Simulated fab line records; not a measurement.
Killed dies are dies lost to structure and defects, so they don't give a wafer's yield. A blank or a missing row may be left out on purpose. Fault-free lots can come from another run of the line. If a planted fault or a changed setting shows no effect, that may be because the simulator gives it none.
One fault seen from 2 desks -- flow sfq line -- only its own numbers are on each desk; what lay behind them is given at the end

== AT THE METROLOGY DESK ==
What the gauges read for every lot (on any tool): the sampled wafers with a number, averaged. Any lot whose mean is over 4 standard deviations away from the usual mean is out of limits and marked OUT; that distance is given in the brackets.
Columns: A = M2_NB_RS at SFQ_M2_RS_MEAS_914, usual 0.893 ohm/sq
lot,first seen here,A
L908,day 15 11:31,0.900
L909,day 15 13:54,0.899
L910,day 15 21:07,0.899
L911,day 16 08:30,0.881
L912,day 16 20:59,0.885
L913,day 17 03:34,0.895
L914,day 17 09:31,0.876
L915,day 17 18:32,0.896
L917,day 18 13:05,0.889
L918,day 18 19:01,0.896
L919,day 18 21:25,0.885
L921,day 19 10:37,0.888
L924,day 20 13:47,1.062 (+15) OUT
L925,day 21 01:49,1.054 (+15) OUT
L926,day 21 07:46,1.072 (+16) OUT
L927,day 21 22:11,1.053 (+15) OUT
Per this desk, out of limits: L924, L925, L926, L927; the first was L924, day 20 13:47 (M2_NB_RS at SFQ_M2_RS_MEAS_914). Within limits: L908, L909, L910, L911, L912, L913, L914, L915, L917, L918, L919, L921.

== DESK OF THE TOOL OWNER: pvd sputter-06 ==
The tool's own readings at SFQ_TRILAYER_M2_DEP_SPUTTER_055 (material Nb, target thk 200 nm, time 133.3 s): means of the sampled wafers that have a number, for each lot that ran on this tool. Any lot whose mean is over 4 standard deviations away from the usual mean is out of limits and marked OUT; that distance is given in the brackets.
Columns: A = throttle valve pct at SFQ_TRILAYER_M2_DEP_SPUTTER_055, usual 29.7 %
lot,first seen here,A
L908,day 15 11:25,29.2
L910,day 15 21:01,29.3
L915,day 17 18:26,30.1
L917,day 18 12:56,29.1
L918,day 18 18:56,29.5
L919,day 18 21:20,28.7
L924,day 20 13:41,29.5
L925,day 21 01:41,30.3
L926,day 21 07:41,29.4
L927,day 21 22:05,29.2
Finding of this desk: none of the 10 lots has anything out of limits.

== TAKEN TOGETHER ==
An alarm was possible from the metrology desk at day 20 13:47, on L924, L925, L926, L927.
The desk of the tool owner found nothing out of limits.
On record at the tool owner's desk: L924, L925, L926, L927, within its limits.
The lots listed all ran SFQ_TRILAYER_M2_DEP_SPUTTER_055 on pvd sputter-06.

== WHAT THE SIMULATOR PUT IN ==
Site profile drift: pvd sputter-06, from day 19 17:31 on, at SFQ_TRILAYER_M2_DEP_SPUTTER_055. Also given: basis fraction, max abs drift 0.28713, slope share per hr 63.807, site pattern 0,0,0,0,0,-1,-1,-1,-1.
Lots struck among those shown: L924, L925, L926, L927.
Per desk, hours elapsed from the start of the fault to the first reading out of limits: for the metrology desk, 20.
